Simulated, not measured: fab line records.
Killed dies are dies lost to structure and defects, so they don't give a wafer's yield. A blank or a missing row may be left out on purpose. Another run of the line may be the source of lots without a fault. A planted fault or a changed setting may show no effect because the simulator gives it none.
Chamber matching    flow sfq line    pecvd-04 running SFQ_TRILAYER_L0_CAP_PECVD_011: 3 sister chambers
The step deposits SiO2 from SiH4/N2O, time 13.333 s, target thk 60 nm. 3 wafers are shown with their chamber, then 7 later ones without.

== WAFERS, EACH WITH ITS CHAMBER ==
wafer   chamber  throttle valve pct (%)
L492.4  2        22.5
L505.1  0        22.9
L505.3  1        23.9

== WAFERS MISSING THEIR CHAMBER ==
wafer   throttle valve pct (%)
L505.5  22.8
L506.2  24.1
L506.3  22.6
L506.5  22.6
L509.1  22.6
L509.4  22.7
L509.5  24.1

== CHAMBER TAKEN BY EACH ==
wafer   from the rows above      in truth
L505.5  can't be placed: 0 or 2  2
L506.2  1                        1
L506.3  can't be placed: 2 or 0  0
L506.5  can't be placed: 2 or 0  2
L509.1  can't be placed: 2 or 0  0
L509.4  can't be placed: 0 or 2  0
L509.5  1                        1
Correct placement for 2 of the 7. Not placeable from these rows: 5 (in 5, the candidates include the true chamber). Placed wrongly: 0.
How it was worked out, from the rows above alone: a wafer's distance from a chamber is the root of the sum, over the readings, of the square of ((its reading less the chamber's mean) divided by the reading's scatter). The wafer belongs to the nearest chamber; if the next one is less than 2 further off, it can't be placed. A chamber's mean is the mean of its shown wafers. The scatter: root of mean squared gap, hidden wafer to nearest shown wafer, with one shown wafer a chamber.
